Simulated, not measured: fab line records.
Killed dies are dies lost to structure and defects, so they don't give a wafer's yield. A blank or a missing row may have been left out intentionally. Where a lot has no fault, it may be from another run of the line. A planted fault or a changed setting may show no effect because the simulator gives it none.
Chamber matching + flow sky130 + 3 sister chambers for SKY_CAP2M_CVD_00 on pecvd-01
The step deposits SiO2, target thk 15.5 nm. 18 wafers are shown with their chamber, then 9 later ones without.

## WAFERS, EACH WITH ITS CHAMBER
| wafer  | chamber | heater power w (W) | heater power outer w (W) |
|--------|---------|--------------------|--------------------------|
| L074.3 | 1       | 837                | 498                      |
| L074.4 | 1       | 854                | 505                      |
| L074.5 | 2       | 754                | 441                      |
| L077.2 | 2       | 788                | 472                      |
| L077.3 | 0       | 800                | 450                      |
| L077.5 | 2       | 642                | 359                      |
| L079.1 | 0       | 897                | 533                      |
| L079.2 | 1       | 811                | 500                      |
| L079.6 | 1       | 819                | 494                      |
| L082.3 | 1       | 752                | 443                      |
| L082.4 | 2       | 649                | 364                      |
| L082.6 | 0       | 913                | 555                      |
| L084.1 | 1       | 856                | 506                      |
| L084.4 | 2       | 697                | 384                      |
| L084.6 | 1       | 840                | 491                      |
| L089.2 | 2       | 759                | 442                      |
| L089.3 | 1       | 871                | 514                      |
| L089.5 | 0       | 762                | 424                      |

SIGNATURES, as means of the wafers listed above
| reading              | chamber 0 | chamber 1 | chamber 2 | scatter within a chamber |
|----------------------|-----------|-----------|-----------|--------------------------|
| heater power w       | 843.00    | 830.00    | 714.83    | 54.6                     |
| heater power outer w | 490.50    | 493.88    | 410.33    | 42.1                     |
Rule: for each reading, subtract the chamber's mean from the wafer's reading, divide by that reading's scatter and square the result; add these up over the readings and take the root, which gives the wafer's distance from the chamber. The wafer belongs to the nearest chamber; if the next one is less than 2 further off, it can't be placed. The scatter: the root of (the sum of the squares of (reading less its chamber's mean) over the shown wafers, divided by (wafers less chambers)).

## WAFERS WITHOUT THEIR CHAMBER
| wafer  | heater power w (W) | heater power outer w (W) |
|--------|--------------------|--------------------------|
| L093.2 | 904                | 570                      |
| L093.3 | 663                | 378                      |
| L093.5 | 937                | 570                      |
| L095.1 | 837                | 489                      |
| L095.4 | 874                | 526                      |
| L095.6 | 818                | 479                      |
| L097.1 | 923                | 557                      |
| L097.2 | 667                | 382                      |
| L097.4 | 659                | 388                      |

## WHICH CHAMBER EACH WENT THROUGH
| wafer  | from the rows above     | in truth |
|--------|-------------------------|----------|
| L093.2 | can't be placed: 0 or 1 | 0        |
| L093.3 | 2                       | 2        |
| L093.5 | can't be placed: 0 or 1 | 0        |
| L095.1 | can't be placed: 0 or 1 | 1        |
| L095.4 | can't be placed: 0 or 1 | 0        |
| L095.6 | can't be placed: 1 or 0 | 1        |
| L097.1 | can't be placed: 0 or 1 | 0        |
| L097.2 | 2                       | 2        |
| L097.4 | 2                       | 2        |
3 of 9 placed correctly. Cannot be placed on the basis of these rows: 6; the candidates contain the true chamber in 6. 0 placed wrongly.
